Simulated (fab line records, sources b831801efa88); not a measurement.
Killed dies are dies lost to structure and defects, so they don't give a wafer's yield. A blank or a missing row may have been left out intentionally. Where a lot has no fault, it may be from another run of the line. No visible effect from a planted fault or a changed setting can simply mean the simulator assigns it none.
A single fault, viewed from 2 desks || flow gf180mcu || every desk sees just its own numbers, and what lay behind them comes last

## METROLOGY DESK
Lot by lot, what the gauges showed, no matter which tool ran the lot: averages of those sampled wafers that carry a number. Marked OUT: a lot whose mean sits more than 4 standard deviations from the usual mean, which makes it out of limits; the brackets give that distance.
Columns: A = V3_W_THK at GF_V3_THK_MEAS_25, usual 346 nm; B = M4_ALCU_RS at GF_M4_RS_MEAS_05, usual 0.0698 ohm/sq; C = M4_ALCU_THK at GF_M4_THK_MEAS_06, usual 444 nm; D = V4_BOW at GF_V4_BOW_MEAS_05, usual 133 um
{"lot": "L461", "first seen here": "day 22 13:15", "A": 346, "B": 0.0698, "C": 443, "D": 133}
{"lot": "L464", "first seen here": "day 23 16:17", "A": 353, "B": 0.0693, "C": 447, "D": 126}
{"lot": "L465", "first seen here": "day 23 20:25", "A": 352, "B": 0.0703, "C": 442, "D": 124}
{"lot": "L466", "first seen here": "day 24 08:40", "A": 342, "B": 0.0702, "C": 442, "D": 136}
{"lot": "L470", "first seen here": "day 25 17:49", "A": 346, "B": "0.0378 (-41) OUT", "C": "819 (+65) OUT", "D": "-"}
{"lot": "L471", "first seen here": "day 26 00:38", "A": 346, "B": "0.0376 (-41) OUT", "C": "815 (+64) OUT", "D": "-"}
{"lot": "L473", "first seen here": "day 26 16:59", "A": 350, "B": 0.0693, "C": 444, "D": 130}
{"lot": "L478", "first seen here": "day 28 09:01", "A": 342, "B": 0.0697, "C": 450, "D": 141}
{"lot": "L480", "first seen here": "day 28 17:23", "A": 347, "B": 0.0703, "C": 441, "D": 129}
{"lot": "L481", "first seen here": "day 28 20:23", "A": 344, "B": 0.0692, "C": 450, "D": 140}
{"lot": "L482", "first seen here": "day 29 05:29", "A": 345, "B": 0.0697, "C": 441, "D": 139}
{"lot": "L484", "first seen here": "day 29 19:27", "A": 346, "B": 0.0706, "C": 445, "D": 124}
This desk's finding: out of limits on L470, L471; first on L470, day 25 18:25 (M4_ALCU_RS at GF_M4_RS_MEAS_05). In limits: L461, L464, L465, L466, L473, L478, L480, L481, L482, L484.

## TOOL OWNER'S DESK, pvdSputter-02
The tool's own readings at GF_M4_SPUTTER_02 (material AlCu, target thk 450 nm, time 23.9 s): means of the sampled wafers that have a number, for each lot that ran on this tool. Marked OUT: a lot whose mean sits more than 4 standard deviations from the usual mean, which makes it out of limits; the brackets give that distance.
Columns: A = chamberPressurePa at GF_M4_SPUTTER_02, usual 0.3999 Pa; B = throttleValvePct at GF_M4_SPUTTER_02, usual 29.3 %
{"lot": "L464", "first seen here": "day 23 16:46", "A": 0.3998, "B": 28.3}
{"lot": "L466", "first seen here": "day 24 09:09", "A": 0.3994, "B": 28.7}
{"lot": "L470", "first seen here": "day 25 18:18", "A": 0.3993, "B": 28.4}
{"lot": "L471", "first seen here": "day 26 01:07", "A": 0.4001, "B": 28.2}
{"lot": "L482", "first seen here": "day 29 05:58", "A": 0.3999, "B": 29.9}
{"lot": "L484", "first seen here": "day 29 19:55", "A": 0.4005, "B": 28.7}
Finding of this desk: none of the 6 lots has anything out of limits.

## TAKEN TOGETHER
An alarm was possible from the metrology desk at day 25 18:25, on L470, L471.
The tool owner's desk saw nothing out of limits.
The tool owner's desk has L470, L471 on record, within its limits.
The lots listed all ran GF_M4_SPUTTER_02 on pvdSputter-02.

## WHAT WAS PUT IN BY THE SIMULATOR
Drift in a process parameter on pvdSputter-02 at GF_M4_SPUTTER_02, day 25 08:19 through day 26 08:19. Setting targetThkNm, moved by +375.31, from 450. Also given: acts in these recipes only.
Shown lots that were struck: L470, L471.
Hours from the fault's start to each desk's first reading out of limits: the metrology desk, 10.
